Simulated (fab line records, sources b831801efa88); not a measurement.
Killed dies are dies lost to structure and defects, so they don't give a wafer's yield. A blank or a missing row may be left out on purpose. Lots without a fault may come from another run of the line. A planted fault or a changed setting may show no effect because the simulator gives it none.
fab line records | flow sky130
record lots=10 wafers=30 last_day=50
route steps=708 shown METAL1@450 METAL2@500 CAP2M@615 METAL5@663 PAD_OPEN@708
lots that met no fault: from a run of the same line without faults
start_h: hours from the record's first day to the start of the lot's first wafer shown | wait_h: hours since the lot's step before | " the same as in the row above | L1.1+2: a row that stands for several wafers | - no value, or no start given | * or withheld: withheld | < > ~ a bound
route shown NAME@n: a module of which the file shows steps, and the number in the route of the first | usual: mean/standard deviation of fault-free wafers | same: alike in all rows | chamber/n: place in a boat | sites: the reading at each site | _std_site: their standard deviation | _edge_site: outer sites' mean less inner sites' | radius_mm: how far each site lies from the wafer's centre | mask NAME#n: copy n | behind: the tool/chamber that last shaped the wafer | hold: why the lot was held/for how many hours/how that ended | device: the transistor (n, p or np) that didn't switch | end of line: the same wafers' tests at the end of the route | a step without rows: its recipe alone | killed: dies lost to structure and defects at the first sort, not the wafer's yield | map: a wafer's dies, x killed, . not, _ none there
set.NAME: the setting as run; set.NAME@STEP: as run at that earlier step | model.NAME: the simulator's own value behind a step, which no gauge read
steps of the route over a sample of lots; a table a step, a row a wafer
services: from which hour (start_h, from the record's first day; less than 0 if before it) a tool's chamber was out of use, for how many hours, and why
## steps
# step SKY_METAL1_OVL_MEAS_16
# usual METAL1_OVL=-5/5.1
# columns lot.wafer tool chamber start_h wait_h METAL1_OVL[nm]
L177.2 overlay-01 - 772.03 0.1 -16
L177.4 " - " " -12
L177.5 " - " " -5
L178.4 overlay-01 - 781.00 0.1 -5
L178.5 " - " " 2
L178.6 " - " " -3
L182.2 overlay-01 - 818.66 0.1 1
L182.3 " - " " -12
L182.6 " - " " -7
L184.1 overlay-01 - 833.54 0.1 -6
L184.4 " - " " -6
L184.6 " - " " -5
L185.4 overlay-01 - 841.84 0.1 -1
L185.5 " - " " 3
L185.6 " - " " -5
L186.1 overlay-01 - 853.04 0.1 -11
L186.2 " - " " -11
L186.6 " - " " -5
L189.1 overlay-01 - 872.75 0.1 -6
L189.5 " - " " 0
L189.6 " - " " -6
L190.2 overlay-02 - 874.66 0.1 -2
L190.4 " - " " -7
L190.5 " - " " -6
L192.1 overlay-02 - 894.42 0.1 0
L192.5 " - " " -4
L192.6 " - " " -7
L197.1 overlay-02 - 927.85 0.1 -12
L197.2 " - " " -1
L197.5 " - " " -7
# step SKY_METAL2_DESCUM_17
# recipe chemistry=O2 source_power_w=150 bias_power_w=0 pressure_mtorr=10 temp_c=40 time_s=8
# usual drypump_motor_current_A=5.72/0.27 oes_product_au=1.000/0.0092
# columns lot.wafer tool chamber start_h wait_h drypump_motor_current_A oes_product_au rf_hours_counter_h
L177.2 rie_metal-02 1 828.68 0.0 5.86 1.015 -
L177.4 " 1 " " 5.84 1.005 -
L177.5 " 1 " " 5.84 1.012 -
L178.4 rie_metal-03 1 837.24 0.0 5.78 0.997 -
L178.5 " 1 " " 5.80 1.001 -
L178.6 " 0 " " 6.43 1.002 -
L182.2 rie_metal-01 1 873.71 0.0 5.44 1.011 9
L182.3 " 0 " " 5.68 1.016 -
L182.6 " 0 " " 5.68 1.009 -
L184.1 rie_metal-03 0 888.22 0.0 6.37 0.977 14
L184.4 " 0 " " 6.40 0.985 -
L184.6 " 1 " " 5.82 0.986 -
L185.4 rie_metal-01 1 894.82 0.0 5.47 1.001 -
L185.5 " 0 " " 5.70 1.003 -
L185.6 " 1 " " 5.44 1.008 -
L186.1 rie_metal-02 0 908.66 0.0 5.47 1.005 2
L186.2 " 1 " " 5.83 1.004 11
L186.6 " 1 " " 5.81 1.015 -
L189.1 rie_metal-01 1 925.77 0.0 5.48 0.992 12
L189.5 " 1 " " 5.45 0.997 -
L189.6 " 0 " " 5.70 1.005 -
L190.2 rie_metal-01 1 928.11 0.0 5.45 0.994 12
L190.4 " 0 " " 5.68 1.006 -
L190.5 " 0 " " 5.70 1.002 -
L192.1 rie_metal-01 1 948.11 0.0 5.45 0.999 13
L192.5 " 0 " " 5.70 1.019 -
L192.6 " 1 " " 5.47 0.996 -
L197.1 rie_metal-01 0 978.71 0.0 5.70 1.002 20
L197.2 " 1 " " 5.45 1.000 15
L197.5 " 1 " " 5.44 1.006 -
# step SKY_CAP2M_OVL_MEAS_12
# usual CAP2M_OVL=-0.8/1.6
# columns lot.wafer tool chamber start_h wait_h CAP2M_OVL[nm]
L177.2 overlay-01 - 960.99 0.1 -1.2
L177.4 " - " " -1.7
L177.5 " - " " -0.6
L178.4 overlay-01 - 968.54 0.1 -2.1
L178.5 " - " " -0.4
L178.6 " - " " -0.3
L182.2 overlay-02 - 1002.04 0.1 1.7
L182.3 " - " " 0.6
L182.6 " - " " 1.2
L184.1 overlay-02 - 1015.77 0.1 -0.7
L184.4 " - " " -2.1
L184.6 " - " " -1.8
L185.4 overlay-01 - 1020.98 0.1 -2.1
L185.5 " - " " -2.0
L185.6 " - " " -2.6
L186.1 overlay-02 - 1034.07 0.1 -0.4
L186.2 " - " " -3.1
L186.6 " - " " -3.1
L189.1 overlay-01 - 1050.83 0.1 -1.9
L189.5 " - " " -0.1
L189.6 " - " " -0.6
L190.2 overlay-01 - 1052.33 0.1 1.4
L190.4 " - " " -0.1
L190.5 " - " " -0.7
L192.1 overlay-02 - 1070.48 0.1 -1.4
L192.5 " - " " -1.2
L192.6 " - " " -0.8
L197.1 overlay-01 - 1097.38 0.1 -1.5
L197.2 " - " " -0.3
L197.5 " - " " 0.4
# step SKY_METAL5_SPUTTER_02
# recipe material=AlCu target_thk_nm=1150 power_w=10600 time_s=63.78 chamber_pressure_pa=0.4
# usual throttle_valve_pct=30.5/1.2
# columns lot.wafer tool chamber start_h wait_h throttle_valve_pct
L177.2 pvd_sputter-04 - 1012.79 0.0 28.9
L177.4 " - " " 28.7
L177.5 " - " " 29.6
L178.4 pvd_sputter-04 - 1018.80 0.0 29.6
L178.5 " - " " 31.2
L178.6 " - " " 28.9
L182.2 pvd_sputter-03 - 1052.97 0.0 30.2
L182.3 " - " " 29.5
L182.6 " - " " 30.1
L184.1 pvd_sputter-01 - 1063.08 0.0 31.9
L184.4 " - " " 30.6
L184.6 " - " " 30.6
L185.4 pvd_sputter-01 - 1068.88 0.0 31.2
L185.5 " - " " 31.9
L185.6 " - " " 28.6
L186.1 pvd_sputter-01 - 1080.51 0.0 32.1
L186.2 " - " " 30.9
L186.6 " - " " 28.7
L189.1 pvd_sputter-01 - 1096.28 0.0 28.8
L189.5 " - " " 31.9
L189.6 " - " " 30.6
L190.2 pvd_sputter-03 - 1096.82 0.0 29.6
L190.4 " - " " 29.8
L190.5 " - " " 29.4
L192.1 pvd_sputter-01 - 1114.22 0.0 30.8
L192.5 " - " " 30.8
L192.6 " - " " 31.5
L197.1 pvd_sputter-04 - 1139.52 0.0 28.6
L197.2 " - " " 29.6
L197.5 " - " " 31.2
# step SKY_METAL5_RS_MEAS_05
# recipe thk_meas_gauge=four-point-probe reads=TiN_of_METAL5_SPUTTER_04+Ti_of_METAL5_SPUTTER_03+AlCu_of_METAL5_SPUTTER_02+TiN_of_METAL5_SPUTTER_01+Ti_of_METAL5_SPUTTER_00
# usual METAL5_ALCU_RS=0.02598/0.00025
# columns lot.wafer tool chamber start_h wait_h METAL5_ALCU_RS[ohm/sq]
L177.2 film_metro-03 - 1012.92 0.0 0.02613
L177.4 " - " " 0.02636
L177.5 " - " " 0.02613
L178.4 film_metro-04 - 1018.96 0.1 0.02603
L178.5 " - " " 0.02621
L178.6 " - " " 0.02595
L182.2 film_metro-04 - 1053.11 0.0 0.0257
L182.3 " - " " 0.02593
L182.6 " - " " 0.0257
L184.1 film_metro-02 - 1063.19 0.0 0.02592
L184.4 " - " " 0.02582
L184.6 " - " " 0.02587
L185.4 film_metro-04 - 1069.06 0.1 0.02594
L185.5 " - " " 0.02579
L185.6 " - " " 0.02579
L186.1 film_metro-03 - 1080.63 0.0 0.0259
L186.2 " - " " 0.02589
L186.6 " - " " 0.02588
L189.1 film_metro-03 - 1096.39 0.0 0.01777
L189.5 " - " " 0.01786
L189.6 " - " " 0.01775
L190.2 film_metro-02 - 1096.96 0.0 0.02609
L190.4 " - " " 0.02583
L190.5 " - " " 0.02588
L192.1 film_metro-03 - 1114.34 0.0 0.0176
L192.5 " - " " 0.01778
L192.6 " - " " 0.01777
L197.1 film_metro-02 - 1139.64 0.0 0.02631
L197.2 " - " " 0.02581
L197.5 " - " " 0.02625
# step SKY_METAL5_THK_MEAS_06
# recipe thk_meas_gauge=xrf reads=AlCu_of_METAL5_SPUTTER_02
# usual METAL5_ALCU_THK=1176/15
# columns lot.wafer tool chamber start_h wait_h METAL5_ALCU_THK[nm]
L177.2 film_metro-03 - 1013.03 0.1 1181
L177.4 " - " " 1169
L177.5 " - " " 1176
L178.4 film_metro-04 - 1019.05 0.1 1190
L178.5 " - " " 1178
L178.6 " - " " 1182
L182.2 film_metro-04 - 1053.22 0.1 1193
L182.3 " - " " 1182
L182.6 " - " " 1193
L184.1 film_metro-02 - 1063.31 0.1 1167
L184.4 " - " " 1171
L184.6 " - " " 1164
L185.4 film_metro-04 - 1069.15 0.1 1175
L185.5 " - " " 1181
L185.6 " - " " 1187
L186.1 film_metro-03 - 1080.75 0.1 1186
L186.2 " - " " 1179
L186.6 " - " " 1190
L189.1 film_metro-03 - 1096.51 0.1 1725
L189.5 " - " " 1708
L189.6 " - " " 1723
L190.2 film_metro-02 - 1097.07 0.1 1165
L190.4 " - " " 1175
L190.5 " - " " 1176
L192.1 film_metro-03 - 1114.46 0.1 1740
L192.5 " - " " 1721
L192.6 " - " " 1730
L197.1 film_metro-02 - 1139.76 0.1 1153
L197.2 " - " " 1177
L197.5 " - " " 1156
# step SKY_METAL5_METAL_ETCH_15
# recipe target_depth_a=12600 stop_on=SiO2 over_etch_frac=0.2 time_s=252 chemistry=Cl2/BCl3 resist_sidewall_deg=86 pressure_mtorr=10 icp_w=900 bias_w=48.5 Cl2_flow_sccm=60 bcl3_flow_sccm=30
# usual bcl3_flow_sccm=30.01/0.087 drypump_motor_current_A=5.9/0.4 oes_product_au=0.899/0.0062 throttle_valve_pct=22.264/0.0087
# columns lot.wafer tool chamber start_h wait_h bcl3_flow_sccm drypump_motor_current_A oes_product_au rf_hours_counter_h throttle_valve_pct
L177.2 rie_metal-03 0 1035.94 0.0 29.94 6.4 0.893 2 22.264
L177.4 " 1 " " 30.04 5.8 0.893 - 22.258
L177.5 " 0 " " 30.01 6.4 0.898 - 22.265
L178.4 rie_metal-03 1 1041.17 0.1 30.00 5.8 0.901 - 22.262
L178.5 " 0 " " 30.04 6.4 0.895 - 22.270
L178.6 " 1 " " 29.95 5.8 0.891 - 22.272
L182.2 rie_metal-01 1 1074.39 0.0 29.94 5.5 0.902 20 22.266
L182.3 " 1 " " 29.97 5.5 0.893 - 22.260
L182.6 " 1 " " 30.12 5.5 0.903 - 22.268
L184.1 rie_metal-01 1 1084.10 0.0 30.16 5.4 0.904 21 22.258
L184.4 " 0 " " 30.13 5.7 0.905 - 22.260
L184.6 " 0 " " 29.98 5.7 0.901 - 22.264
L185.4 rie_metal-03 0 1090.04 0.1 29.95 6.4 0.896 - 22.251
L185.5 " 1 " " 30.00 5.8 0.900 - 22.271
L185.6 " 0 " " 29.95 6.4 0.903 - 22.270
L186.1 rie_metal-04 0 1101.00 0.0 29.94 5.5 0.902 17 22.259
L186.2 " 1 " " 29.95 6.5 0.902 12 22.259
L186.6 " 0 " " 30.06 5.5 0.910 - 22.272
L189.1 rie_metal-04 0 1116.65 0.0 30.03 5.5 1.007 18 22.265
L189.5 " 0 " " 30.05 5.5 0.996 - 22.263
L189.6 " 1 " " 29.96 6.5 0.989 - 22.260
L190.2 rie_metal-01 0 1116.95 0.0 29.92 5.7 0.888 5 22.258
L190.4 " 1 " " 30.13 5.5 0.908 - 22.264
L190.5 " 0 " " 29.89 5.7 0.903 - 22.254
L192.1 rie_metal-03 1 1133.80 0.0 29.87 5.8 1.008 14 22.236
L192.5 " 0 " " 29.96 6.4 0.994 - 22.253
L192.6 " 1 " " 29.73 5.8 0.995 - 22.269
L197.1 rie_metal-01 0 1157.26 0.0 29.99 5.7 0.892 8 22.250
L197.2 " 1 " " 29.85 5.5 0.900 27 22.255
L197.5 " 0 " " 29.97 5.7 0.892 - 22.277
# step SKY_PAD_OPEN_PROBE_99
# usual defect_limited_yield=82.8/1.8 killed_at_M0_to_M3=43/6.3 killed_at_M4_up=3.1/1.9 killed_at_contacts=24/5.1 killed_at_front_end=14/4.3 killed_at_other=0.3/0.53 killed_dies=85/8.8 killed_on_rim=17/3.9 killed_open=46/7.1 killed_short=38/5.9 sort_bin_3_pad_short=0.8/0.41 sort_bin_5_function=10.4/1.5 sort_bin_6_memory=6.1/1.1 sort_n_pass=407/8.8 sort_yield_pct=82.8/1.8
# same gross_dies=492 killed_at_back_side=0 sort_bin_4_leakage[%]=0 sort_bin_8_speed[%]=0
# columns lot.wafer tool chamber start_h wait_h defect_limited_yield[%] killed_at_M0_to_M3 killed_at_M4_up killed_at_contacts killed_at_front_end killed_at_other killed_dies killed_on_rim killed_open killed_short sort_bin_3_pad_short[%] sort_bin_5_function[%] sort_bin_6_memory[%] sort_n_pass sort_yield_pct[%]
L184.1 prober-02 - 1127.54 0.1 81.1 53 4 26 10 0 93 20 52 41 0.8 11.4 6.7 399 81.1
L184.4 prober-02 - 1127.69 0.2 83.7 49 3 13 15 0 80 21 47 32 0.8 9.3 6.1 412 83.7
L184.6 prober-02 - 1127.79 0.2 80.7 40 3 32 19 1 95 28 45 49 0.8 12.6 5.9 397 80.7
L186.1 prober-02 - 1143.33 0.1 80.5 47 5 21 23 0 96 19 48 48 0.4 12.2 6.9 396 80.5
L186.2 prober-02 - 1143.38 0.1 80.7 46 5 25 18 1 95 16 53 42 1.2 12.0 6.1 397 80.7
L186.6 prober-02 - 1143.58 0.2 82.5 44 4 20 18 0 86 17 44 42 1.0 9.6 6.9 406 82.5
L189.1 prober-01 - 1157.00 0.1 0 40 410 25 17 0 492 96 44 39 0.8 93.9 5.3 0 0
L189.5 prober-01 - 1157.20 0.2 0 33 416 30 12 1 492 96 45 33 1.0 95.5 3.5 0 0
L189.6 prober-01 - 1157.25 0.2 0 38 415 23 16 0 492 96 40 41 1.4 94.3 4.3 0 0
L192.1 prober-02 - 1172.55 0.1 0 41 413 21 16 1 492 96 46 33 0.6 93.1 6.3 0 0
L192.5 prober-02 - 1172.75 0.2 0 39 414 26 12 1 492 96 35 43 0.4 95.7 3.9 0 0
L192.6 prober-02 - 1172.80 0.2 0 41 414 19 17 1 492 96 35 46 0.8 94.3 4.9 0 0
# killed by level:class
L184.1 VIA1:geometric_particle:open=13 CONTACT:geometric_particle:open=11 METAL1:geometric_particle:short=9 METAL2:geometric_particle:short=9 VIA2:geometric_particle:open=8 FIELD_ISO:geometric_particle:open=5 LOCAL_INTERCONNECT:geometric_particle:short=5 LI_CONTACT:geometric_particle:open=5
L184.4 VIA1:geometric_particle:open=13 VIA1:geometric_particle:short=8 CONTACT:geometric_particle:open=8 VIA2:geometric_particle:open=6 METAL1:geometric_particle:short=6 FIELD_ISO:geometric_particle:open=5 VIA2:geometric_particle:short=5 POLY_GATE:geometric_particle:short=4
L184.6 LI_CONTACT:geometric_particle:open=10 CONTACT:geometric_particle:open=10 METAL1:geometric_particle:short=10 VIA1:geometric_particle:open=8 POLY_GATE:geometric_particle:short=6 VIA3:geometric_particle:open=6 LOCAL_INTERCONNECT:geometric_particle:short=6 FIELD_ISO:geometric_particle:short=5
L186.1 FIELD_ISO:geometric_particle:short=10 VIA1:geometric_particle:open=9 VIA2:geometric_particle:open=8 CONTACT:geometric_particle:open=8 VIA3:geometric_particle:open=7 METAL1:geometric_particle:short=5 LOCAL_INTERCONNECT:geometric_particle:short=5 FIELD_ISO:geometric_particle:open=4
L186.2 CONTACT:geometric_particle:open=11 METAL2:geometric_particle:short=8 VIA3:geometric_particle:open=8 VIA1:geometric_particle:short=7 VIA1:geometric_particle:open=7 LI_CONTACT:geometric_particle:open=6 VIA2:geometric_particle:open=6 CONTACT:geometric_particle:short=5
L186.6 VIA1:geometric_particle:open=7 CONTACT:geometric_particle:open=7 VIA3:geometric_particle:open=7 LI_CONTACT:geometric_particle:open=6 METAL2:geometric_particle:short=6 VIA1:geometric_particle:short=5 SPACER:geometric_particle:short=5 VIA3:geometric_particle:short=5
L189.1 METAL5:area_etch=409 VIA1:geometric_particle:open=12 CONTACT:geometric_particle:short=9 FIELD_ISO:geometric_particle:open=7 CONTACT:geometric_particle:open=7 VIA2:geometric_particle:open=6 FIELD_ISO:geometric_particle:short=5 VIA3:geometric_particle:short=4
L189.5 METAL5:area_etch=414 LI_CONTACT:geometric_particle:open=12 CONTACT:geometric_particle:open=8 VIA1:geometric_particle:open=7 METAL2:geometric_particle:short=5 LOCAL_INTERCONNECT:geometric_particle:short=4 CONTACT:geometric_particle:short=4 METAL1:geometric_particle:short=4
L189.6 METAL5:area_etch=411 VIA3:geometric_particle:open=8 CONTACT:geometric_particle:open=5 LI_CONTACT:geometric_particle:open=5 VIA1:geometric_particle:short=5 METAL2:geometric_particle:short=5 VIA2:geometric_particle:open=5 POLY_GATE:geometric_particle:short=4
L192.1 METAL5:area_etch=412 VIA1:geometric_particle:open=10 LI_CONTACT:geometric_particle:open=7 CONTACT:geometric_particle:open=7 VIA3:geometric_particle:open=7 VIA2:geometric_particle:open=6 FIELD_ISO:geometric_particle:short=5 POLY_GATE:geometric_particle:short=4
L192.5 METAL5:area_etch=413 VIA1:geometric_particle:open=12 VIA3:geometric_particle:open=7 FIELD_ISO:geometric_particle:short=6 LI_CONTACT:geometric_particle:short=6 LI_CONTACT:geometric_particle:open=6 CONTACT:geometric_particle:short=5 LOCAL_INTERCONNECT:geometric_particle:short=5
L192.6 METAL5:area_etch=411 VIA1:geometric_particle:open=9 METAL2:geometric_particle:short=8 LI_CONTACT:geometric_particle:open=6 CONTACT:geometric_particle:short=6 METAL1:geometric_particle:short=5 VIA1:geometric_particle:short=5 FIELD_ISO:geometric_particle:short=4
## services
# columns tool chamber start_h hours kind
pvd_sputter-04 - 817.12 1.9 repair
rie_metal-02 - 818.02 0.3 repair
pvd_sputter-01 - 821.23 1.0 repair
rie_metal-04 1 837.16 9.7 repair
rie_metal-01 - 850.31 1.0 repair
rie_metal-01 - 866.07 0.2 repair
pvd_sputter-03 - 891.88 2.8 repair
rie_metal-03 1 916.21 - clean
rie_metal-03 - 945.81 0.8 repair
rie_metal-04 - 992.34 14.6 pm
rie_metal-01 1 1014.26 18.6 repair
pvd_sputter-03 - 1016.42 6.8 repair
pvd_sputter-01 - 1020.79 7.9 repair
rie_metal-03 - 1028.15 1.4 pm
rie_metal-01 0 1032.87 - clean
rie_metal-01 0 1032.87 17.1 scheduled_down
rie_metal-01 0 1032.87 17.1 vent_cycle
rie_metal-01 - 1034.88 1.8 repair
rie_metal-02 - 1067.82 0.2 repair
pvd_sputter-04 - 1102.45 0.6 repair
pvd_sputter-04 - 1110.29 7.8 repair
pvd_sputter-01 - 1122.18 5.5 repair
rie_metal-02 - 1130.49 2.8 pm
rie_metal-02 1 1140.34 11.4 repair
## key
first_sign step=SKY_METAL5_RS_MEAS_05 reading=METAL5_ALCU_RS direction=down sigmas=33 usual=0.02598 struck=0.01775
effect step=SKY_METAL5_THK_MEAS_06 reading=METAL5_ALCU_THK direction=up sigmas=38 usual=1176 struck=1725
effect step=SKY_METAL5_METAL_ETCH_15 reading=oes_product_au direction=up sigmas=16 usual=0.899 struck=0.998
effect step=SKY_PAD_OPEN_PROBE_99 reading=killed_at_M4_up direction=up sigmas=99+ usual=3.1 struck=413.7
more_kills_born_at SKY_METAL5_METAL_ETCH_15@rie_metal-03=1236 SKY_METAL5_METAL_ETCH_15@rie_metal-04=1234
met_at SKY_METAL5_SPUTTER_02
struck_lots L189,L192
later_rows_left_out L189.1,L189.5,L189.6,L192.1,L192.5,L192.6
not_acting_at SKY_METAL1_OVL_MEAS_16,SKY_METAL2_DESCUM_17,SKY_CAP2M_OVL_MEAS_12
onset_between 1080.51 1096.28
fault kind=process_parameter_drift tool=pvd_sputter-01 chamber=- onset_h=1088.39 steps=SKY_METAL5_SPUTTER_02 channel=target_thk_nm offset=523.78 shape=step end_h=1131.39 acts_in=these_recipes_only stated=1150
# later_rows_left_out: the simulator's readings of these wafers behind a module that went badly wrong aren't trusted and aren't shown, but for the sort
